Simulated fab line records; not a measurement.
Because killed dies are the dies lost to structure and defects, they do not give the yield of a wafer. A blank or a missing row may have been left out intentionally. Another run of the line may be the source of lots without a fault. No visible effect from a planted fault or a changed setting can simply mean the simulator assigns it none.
Which of the tools did it? ; flow gf180mcu ; 14 lots with 42 wafers sampled at 2 steps, on a route of 602 steps

## WHAT THE GAUGES SHOWED, per wafer
GF_V3_THK_MEAS_25: measures by xrf. Usual: V3_W_THK 355 nm, standard deviation 5.1.
lot;measured;on;V3_W_THK (nm);flag
L534;day 22 12:01;film_metro-04;355 357 351;
L535;day 22 20:20;film_metro-01;357 359 358;
L536;day 22 23:58;film_metro-02;350 361 356;
L537;day 23 20:04;film_metro-01;356 362 355;
L538;day 24 04:18;film_metro-02;357 348 351;
L540;day 24 13:16;film_metro-04;361 359 357;
L539;day 24 13:42;film_metro-04;364 359 361;
L548;day 26 23:11;film_metro-01;350 351 350;
L549;day 27 12:41;film_metro-02;353 354 360;
L550;day 27 21:32;film_metro-04;354 353 361;
L552;day 28 08:42;film_metro-01;358 357 358;
L555;day 29 06:43;film_metro-02;346 356 354;
L556;day 29 08:05;film_metro-02;349 352 344;
L557;day 29 17:05;film_metro-02;349 348 343;

## WHICH TOOL RAN EACH LOT (tool, then ch and the chambers of the sampled wafers, then the start)
lot;GF_V3_STRIP_18
L534;plasma_asher-02 ch 0,1, day 22 11:09
L535;plasma_asher-02 ch 0,1, day 22 19:04
L536;plasma_asher-04 ch 0,1, day 22 23:05
L537;plasma_asher-03 ch 0,1, day 23 19:06
L538;plasma_asher-02 ch 0,1, day 24 03:25
L540;plasma_asher-02 ch 0, day 24 12:23
L539;plasma_asher-03 ch 0,1, day 24 12:49
L548;plasma_asher-04 ch 0,1, day 26 22:16
L549;plasma_asher-03 ch 0,1, day 27 11:49
L550;plasma_asher-02 ch 0,1, day 27 20:38
L552;plasma_asher-02 ch 0,1, day 28 07:34
L555;plasma_asher-03 ch 0,1, day 29 05:49
L556;plasma_asher-02 ch 0,1, day 29 07:13
L557;plasma_asher-03 ch 0,1, day 29 16:07
- GF_V3_STRIP_18: strips in O2/N2.

## AS READ BY THE TOOLS THEMSELVES (means over the sampled wafers that have a number; for cases with no such wafer, the mark the record gives instead)
GF_V3_STRIP_18. Usual: drypump_motor_current_A 5.8 A, standard deviation 0.38; heater_power_w 359 W, standard deviation 30; o2_flow_sccm 3000 sccm, standard deviation 8.9; oes_product_au 0.592 a.u., standard deviation 0.0048.
lot;tool;drypump_motor_current_A (A);heater_power_w (W);o2_flow_sccm (sccm);oes_product_au (a.u.);flag
L534;plasma_asher-02;5.7;342;2994;0.594;
L535;plasma_asher-02;5.7;342;2989;0.589;
L536;plasma_asher-04;5.5;371;2996;0.593;
L537;plasma_asher-03;6.1;362;3006;0.593;
L538;plasma_asher-02;5.8;349;3005;0.591;
L540;plasma_asher-02;5.9;367;3005;0.587;
L539;plasma_asher-03;6.0;385;2993;0.598;
L548;plasma_asher-04;5.2;347;2995;0.597;
L549;plasma_asher-03;6.1;387;2995;0.597;
L550;plasma_asher-02;5.7;337;2994;0.590;
L552;plasma_asher-02;5.9;354;3012;0.589;
L555;plasma_asher-03;6.0;388;2996;0.594;
L556;plasma_asher-02;5.9;352;2992;0.594;
L557;plasma_asher-03;6.1;369;2999;0.593;

## THE ANSWER, worked out from the rows above alone
Rule: take the mean of a lot's wafers that have a number; if it is more than 3 standard deviations from the usual mean, the lot is off. Also off: a lot with no number at a reading for which 4 or more lots have one. Any other lot the step has rows for is counted as sound. First the gauges in route order, then the tools' own readings, where a lot's mean is used as printed above. At the first step where some lot is off, the reading lying furthest off is the one used; lots without a number count as furthest.
No lot is off on any of the readings shown, so nothing can be concluded from this.

## WHAT WAS PUT IN BY THE SIMULATOR
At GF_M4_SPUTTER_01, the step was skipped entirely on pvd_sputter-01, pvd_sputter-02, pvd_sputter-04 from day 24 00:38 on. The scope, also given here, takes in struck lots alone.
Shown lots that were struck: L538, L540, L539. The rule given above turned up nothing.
